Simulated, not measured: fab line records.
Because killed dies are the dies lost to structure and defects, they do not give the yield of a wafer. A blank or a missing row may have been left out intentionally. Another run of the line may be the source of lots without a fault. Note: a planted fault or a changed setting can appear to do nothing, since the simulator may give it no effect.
Struck lot and sound lot, side by side | flow sky130 | 17 out of 708 route steps
Sound: wafers L685.1, L685.5, L685.6. Wafers struck: L706.1, L706.3, L706.6. At the end, the cause is stated.
Order at every step that has rows: each side's tool, ch and its chambers, its first start. Under that, the readings that differ: sound wafers | struck wafers | difference of the means | sigmas: that difference in standard deviations of wafers without a fault.
alike: same words and numbers on both sides, and readings whose means sit less than 2 such deviations apart. not compared: any withheld reading, any reading some wafer has no value for, any bound like >300 that may hide the same value, and any number with overlapping values for which the record gives no deviation.
The two part at a step that has a row with sigmas, a row that says differs or no value, or rows on one side only. Numbers that don't overlap but have no deviation are shown without sigmas and don't part them. Lack of a reading on every wafer of one side parts them only where that side has two or more wafers.

first, 1 step without rows for these wafers: SKY_VT_ADJUST_PCH_IMPLANT_08.
SKY_VT_ADJUST_PCH_STRIP_09: strips in O2/N2.
  sound on plasma_asher-02 ch 0,1, day 10 09:31; struck on plasma_asher-02 ch 0,1, day 16 18:52
  alike: drypump_motor_current_A, oes_product_au, strip_time_to_endpoint_s
  not compared: rf_hours_counter_h
SKY_VT_ADJUST_PCH_TW_MEAS_10:
  sound on film_metro-01, day 10 09:37; struck on film_metro-04, day 16 18:58
  alike: VT_ADJUST_PCH_TW
then, 7 steps without rows for these wafers: SKY_SONOS_TUNNEL_DEHYDRATE_00 (time 60 s); SKY_SONOS_TUNNEL_HMDS_01 (prime time 60 s); SKY_SONOS_TUNNEL_COAT_02 (resist thk 1140 nm); SKY_SONOS_TUNNEL_SOFTBAKE_03 (time 60 s); SKY_SONOS_TUNNEL_EXPOSE_04 (exposes mask TUNM, target cd 410 nm); SKY_SONOS_TUNNEL_PEB_05; SKY_SONOS_TUNNEL_DEVELOP_06 (develop time 60 s).
SKY_SONOS_TUNNEL_CD_MEAS_07: target cd 410 nm.
  sound on cd_sem-02, day 11 07:52; struck on cd_sem-02, day 17 23:56
  alike: cd_nm
SKY_SONOS_TUNNEL_OVL_MEAS_08:
  sound on overlay-01, day 11 07:59; struck on overlay-02, day 18 00:03
  alike: SONOS_TUNNEL_OVL
SKY_SONOS_TUNNEL_IMPLANT_09:
  sound on implanter-01 ch 0, day 11 08:01; struck on implanter-03, day 18 00:05
  no value came back on the struck wafers for beam_energy_keV, beam_on_s (s); on the sound wafers beam_energy_keV reads 19.995 19.988 19.988
then, 2 steps without rows for these wafers: SKY_SONOS_TUNNEL_WET_ETCH_10 (etches SiO2 in dHF, target depth 14 nm, time 280 s); SKY_SONOS_TUNNEL_STRIP_11 (strips in SPM, time 600 s).
SKY_SONOS_TUNNEL_TW_MEAS_12:
  sound on film_metro-04, day 11 08:26; struck on film_metro-01, day 18 00:30
  reading         | sound             | struck         | difference | sigmas
  SONOS_TUNNEL_TW | 195.3 196.5 196.1 | 30.6 30.4 30.4 | -165.5     | -69
then, 1 step without rows for these wafers: SKY_SONOS_TUNNEL_CLEAN_13 (cleans in dHF, time 20 s).

WHERE THEY PART
At SKY_SONOS_TUNNEL_IMPLANT_09 first; at SKY_SONOS_TUNNEL_TW_MEAS_12 last (within this record only).

WHY: what had been put in by the simulator
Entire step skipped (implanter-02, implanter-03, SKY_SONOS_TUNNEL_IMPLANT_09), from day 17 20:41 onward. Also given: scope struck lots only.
